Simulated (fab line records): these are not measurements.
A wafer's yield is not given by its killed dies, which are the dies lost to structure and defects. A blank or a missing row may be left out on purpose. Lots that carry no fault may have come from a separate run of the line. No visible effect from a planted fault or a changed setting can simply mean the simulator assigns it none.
A lot that was struck, set against a sound lot    flow sky130    23 steps out of a route of 708
Sound: these wafers, L478.3, L478.4, L478.5. Wafers struck: L483.2, L483.3, L483.6. The cause comes at the end.
Each step with rows lists, per side, the tool, then ch with its chambers, then its first start. Under that, the readings that differ: sound wafers    struck wafers    difference of the means    sigmas: that difference in standard deviations of wafers without a fault.
alike: readings with means less than 2 such deviations apart, plus words and numbers identical on both sides. not compared: withheld readings, readings lacking a value on some wafer, bounds such as >300 that could conceal the same value, and numbers that have no deviation in the record and whose values overlap.
The two part at a step that has a row with sigmas, a row that says differs or no value, or rows on one side only. Numbers that don't overlap but have no deviation are shown without sigmas and don't part them. A reading missing from all wafers of one side parts the sides only when that side holds two or more wafers.

first, 6 steps without rows for these wafers: SKY_VT_ADJUST_LVTN_HMDS_12 (prime time 60 s); SKY_VT_ADJUST_LVTN_COAT_13 (resist thk 1140 nm); SKY_VT_ADJUST_LVTN_SOFTBAKE_14 (time 60 s); SKY_VT_ADJUST_LVTN_EXPOSE_15 (exposes mask HVN STD DERIVED, target cd 600 nm); SKY_VT_ADJUST_LVTN_PEB_16; SKY_VT_ADJUST_LVTN_DEVELOP_17 (develop time 60 s).
SKY_VT_ADJUST_LVTN_OVL_MEAS_18:
  sound on overlay-02 at day 10 05:43; struck on overlay-02 at day 12 00:41
  alike: VT_ADJUST_LVTN_01_OVL
next, for these wafers, 1 step has no rows: SKY_VT_ADJUST_LVTN_IMPLANT_19.
SKY_VT_ADJUST_LVTN_STRIP_20: strips in O2/N2.
  sound on plasma-asher-03 ch 0,1, day 10 05:56; struck on plasma-asher-03 ch 0,1, day 12 00:52
  alike: drypump-motor-current-A, oes-product-au, strip-time-to-endpoint-s
  not compared: rf-hours-counter-h
SKY_VT_ADJUST_LVTN_TW_MEAS_21:
  sound on film-metro-01 at day 10 06:01; struck on film-metro-04 at day 12 00:59
reading              sound              struck             difference  sigmas
VT_ADJUST_LVTN_2_TW  186.1 186.9 186.6  190.8 191.3 190.2  +4.2        +2
then, 2 steps without rows for these wafers: SKY_VT_ADJUST_NCORE_DEHYDRATE_00 (time 60 s); SKY_VT_ADJUST_NCORE_HMDS_01 (prime time 60 s).
SKY_VT_ADJUST_NCORE_COAT_02: resist thk 1140 nm.
  sound on litho-track-02 ch 0, day 10 17:22; struck on litho-track-02 ch 0, day 12 12:48
reading                                               sound           struck          difference  sigmas
model.NOVOLAK_of_VT_ADJUST_NCORE_COAT_02.thk-nm (nm)  1143 1140 1138  1180 1178 1177  +38         
then, 3 steps without rows for these wafers: SKY_VT_ADJUST_NCORE_SOFTBAKE_03 (time 60 s); SKY_VT_ADJUST_NCORE_EXPOSE_04 (exposes mask LVTN COMPLEMENT THIN, target cd 380 nm); SKY_VT_ADJUST_NCORE_PEB_05.
SKY_VT_ADJUST_NCORE_DEVELOP_06: develop time 60 s.
  sound on litho-track-04 ch 0, day 11 05:35; struck on litho-track-02 ch 0, day 13 01:03
reading                                               sound           struck          difference  sigmas
model.NOVOLAK_of_VT_ADJUST_NCORE_COAT_02.thk-nm (nm)  1143 1139 1138  1180 1178 1177  +38         
SKY_VT_ADJUST_NCORE_CD_MEAS_07: the cd target is 380 nm.
  sound on cd-sem-02 at day 11 05:43; struck on cd-sem-01 at day 13 01:11
  alike: cd-nm
SKY_VT_ADJUST_NCORE_OVL_MEAS_08:
  sound on overlay-02 at day 11 05:49; struck on overlay-02 at day 13 01:20
reading                   sound        struck         difference  sigmas
VT_ADJUST_NCORE_OVL (nm)  0.3 0.8 2.7  -2.8 1.2 -1.8  -2.4        -2
next, for these wafers, 1 step has no rows: SKY_VT_ADJUST_NCORE_IMPLANT_09.
SKY_VT_ADJUST_NCORE_STRIP_10: strips in O2/N2.
  sound on plasma-asher-03 ch 0,1, day 11 06:01; struck on plasma-asher-02 ch 0,1, day 13 01:31
reading                       sound              struck             difference  sigmas
drypump-motor-current-A (A)   5.9 6.8 6.8        5.5 5.5 5.9        -0.9        -2
strip-time-to-endpoint-s (s)  14.22 14.20 14.15  14.62 14.59 14.57  +0.40       +11
  alike: oes-product-au
  not compared: rf-hours-counter-h
SKY_VT_ADJUST_NCORE_TW_MEAS_11:
  sound on film-metro-03 at day 11 06:07; struck on film-metro-03 at day 13 01:37
  alike: VT_ADJUST_NCORE_TW
-- here the record skips 37 days between the struck wafers' starts before and after, leaving off in module VT_ADJUST_NCORE and picking up in module PAD_OPEN (first step shown: number 708 of the route) --
SKY_PAD_OPEN_PROBE_99:
  sound on prober-01 at day 48 12:16; struck on prober-01 at day 49 22:24
  alike: killed_at_M0_to_M3, killed_at_M4_up, killed-at-contacts, killed-at-front-end, killed-at-other, killed-dies, killed-open, killed-short

== WHERE THEY PART ==
Last at SKY_VT_ADJUST_NCORE_STRIP_10 as far as this record goes, first at SKY_VT_ADJUST_LVTN_TW_MEAS_21. Later steps at which nothing parts them and some readings are alike: SKY_VT_ADJUST_NCORE_TW_MEAS_11, SKY_PAD_OPEN_PROBE_99.

WHY: whatever the simulator had introduced
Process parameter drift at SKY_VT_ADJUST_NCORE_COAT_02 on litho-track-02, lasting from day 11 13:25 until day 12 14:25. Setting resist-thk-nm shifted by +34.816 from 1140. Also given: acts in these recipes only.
